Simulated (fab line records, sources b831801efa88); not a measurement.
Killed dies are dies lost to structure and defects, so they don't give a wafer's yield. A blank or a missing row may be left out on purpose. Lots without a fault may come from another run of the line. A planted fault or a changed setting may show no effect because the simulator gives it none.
Which tool did it? | flow sky130 | 12 lots, 36 wafers sampled, at 1 step of a route of 708

WHAT THE GAUGES READ, wafer by wafer
SKY_FIELD_ISO_BOW_MEAS_00.
lot  | measured    | on            | INCOMING_BOW (um)
L075 | day 1 15:01 | film_metro-03 | 0 4 0
L077 | day 2 01:00 | film_metro-01 | 3 0 5
L079 | day 2 11:01 | film_metro-04 | -4 6 -5
L081 | day 2 21:01 | film_metro-01 | -11 2 6
L083 | day 3 07:00 | film_metro-03 | -2 -10 -8
L085 | day 3 17:02 | film_metro-01 | -13 -8 -10
L087 | day 4 03:00 | film_metro-01 | -1 -16 4
L089 | day 4 13:01 | film_metro-03 | -2 16 -10
L091 | day 4 23:02 | film_metro-03 | -6 2 0
L093 | day 5 09:02 | film_metro-03 | -6 -6 3
L095 | day 5 19:00 | film_metro-03 | -1 6 3
L097 | day 6 05:01 | film_metro-03 | -6 0 11

WHICH TOOL RAN EACH LOT (tool, then ch and the chambers of the sampled wafers, then the start)
The record holds no process step before these readings.

THE ANSWER, worked out from the rows above alone
Rule: what is usual is taken from the lots themselves. Put in order of their means at a reading, lots are off if they are a third of the lots or fewer, leave a main group of 4 or more, and stand apart from it by a gap of 3 or more times the standard deviation of the main group's means; of several such gaps the widest counts. A main group whose means are all the same, to the digits that the tables above print for the reading, isn't used. A lot without any number at a reading at which 4 lots or more have one is off too. The other lots that the step has rows for count as sound.
No lot is off at any reading shown: from this, nothing can be told.

WHAT THE SIMULATOR HAD PUT IN
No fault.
